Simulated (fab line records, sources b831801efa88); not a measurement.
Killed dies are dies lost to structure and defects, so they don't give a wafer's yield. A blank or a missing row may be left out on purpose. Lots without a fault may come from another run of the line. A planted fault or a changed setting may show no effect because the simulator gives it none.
Which tool did it? | flow sky130 | 7 lots, 20 wafers sampled, at 3 steps of a route of 708

WHAT THE GAUGES READ, wafer by wafer
SKY_PWDE_OVL_MEAS_07.
lot  | measured    | on         | PWDE_OVL (nm)
L494 | day 4 12:59 | overlay-01 | 1.2 1.5 -1.5
L496 | day 4 21:00 | overlay-01 | -1.1 0.1 -2.1
L498 | day 5 09:35 | overlay-01 | -1.6 -1.2 -0.5
L502 | day 6 05:37 | overlay-01 | -3.8 -1.4 -1.8
L508 | day 7 14:56 | overlay-01 | -0.3 -3.1
L512 | day 8 11:04 | overlay-01 | 0.2 -0.3 0.4
L515 | day 9 06:34 | overlay-02 | 0.2 0.4 -0.4

WHICH TOOL RAN EACH LOT (tool, then ch and the chambers of the sampled wafers, then the start)
lot  | SKY_FIELD_ISO_ETCH_17           | SKY_FIELD_ISO_CMP_27
L494 | rie_si-01 ch 2,3, day 2 14:41   | cmp-01 ch 0,2, day 2 23:43
L496 | rie_si-01 ch 0,1,3, day 3 03:37 | cmp-01 ch 1,3, day 3 09:40
L498 | rie_si-01 ch 0,1,3, day 3 14:28 | cmp-01 ch 0,2,3, day 3 20:01
L502 | rie_si-01 ch 0,1,2, day 4 09:02 | cmp-01 ch 0,1,3, day 4 15:14
L508 | rie_si-01 ch 0,3, day 5 16:53   | cmp-01 ch 1,2, day 5 20:38
L512 | rie_si-02 ch 0,1,2, day 6 14:05 | cmp-02 ch 2,3, day 6 17:18
L515 | rie_si-02 ch 0,2, day 7 05:11   | cmp-02 ch 1,2,3, day 7 09:49
- SKY_FIELD_ISO_ETCH_17: etches Si in HBr/Cl2/O2, target depth 342 nm, time 97.7 s.
- SKY_FIELD_ISO_CMP_27: polishes, stops on Si3N4, t overpolish 16 s, target thk 457.8 nm.

THE ANSWER, worked out from the rows above alone
Rule: what is usual is taken from the lots themselves. Put in order of their means at a reading, lots are off if they are a third of the lots or fewer, leave a main group of 4 or more, and stand apart from it by a gap of 3 or more times the standard deviation of the main group's means; of several such gaps the widest counts. A main group whose means are all the same, to the digits that the tables above print for the reading, isn't used. A lot without any number at a reading at which 4 lots or more have one is off too. The other lots that the step has rows for count as sound.
No lot is off at any reading shown: from this, nothing can be told.

WHAT THE SIMULATOR HAD PUT IN
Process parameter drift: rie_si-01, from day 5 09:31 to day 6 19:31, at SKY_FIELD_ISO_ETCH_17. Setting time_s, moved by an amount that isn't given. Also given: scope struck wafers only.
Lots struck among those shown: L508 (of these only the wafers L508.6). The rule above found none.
